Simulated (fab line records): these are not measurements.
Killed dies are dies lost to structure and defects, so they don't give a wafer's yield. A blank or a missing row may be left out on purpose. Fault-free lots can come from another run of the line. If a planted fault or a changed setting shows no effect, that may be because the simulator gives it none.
Matching of chambers    flow gf180mcu    GF_CONTACT_CMP_27 on cmp-01: 4 sister chambers
The step polishes, stops on SiO2, t overpolish 15 s, target thk 0 nm. 8 wafers are shown with their chamber, then 7 later ones without.

WAFERS, EACH WITH ITS CHAMBER
wafer   chamber  motorCurrentA (A)  timeToEndpointS (s)
L596.5  1        11.4               74
L596.6  2        9.9                81
L606.6  2        10.4               77
L608.2  3        10.3               66
L608.3  1        11.2               69
L608.6  0        10.6               72
L612.1  0        10.9               76
L612.5  3        10.4               69

WAFERS WITH NO CHAMBER GIVEN
wafer   motorCurrentA (A)  timeToEndpointS (s)
L612.6  11.0               79
L618.3  10.3               70
L618.5  9.9                71
L618.6  10.0               77
L619.1  11.3               71
L619.4  10.0               66
L619.5  9.8                66

WHICH CHAMBER EACH ONE RAN IN
wafer   from the rows above           in truth
L612.6  can't be placed: 0 or 1 or 2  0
L618.3  can't be placed: 3 or 0       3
L618.5  can't be placed: 3 or 2 or 0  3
L618.6  2                             2
L619.1  1                             1
L619.4  3                             3
L619.5  3                             3
Correct placement for 4 of the 7. Not placeable from these rows: 3 (in 3, the candidates include the true chamber). Placed wrongly: 0.
How it was worked out, from the rows above alone: a wafer's distance from a chamber is the root of the sum, over the readings, of the square of ((its reading less the chamber's mean) divided by the reading's scatter). If the next closest chamber is less than 2 further off than the closest, the wafer can't be placed; otherwise it belongs to the closest. The mean given for a chamber averages the wafers shown for that chamber. The scatter is the square root of a quotient: the sum, over the shown wafers, of each reading's squared deviation from its chamber's mean, divided by wafers minus chambers.
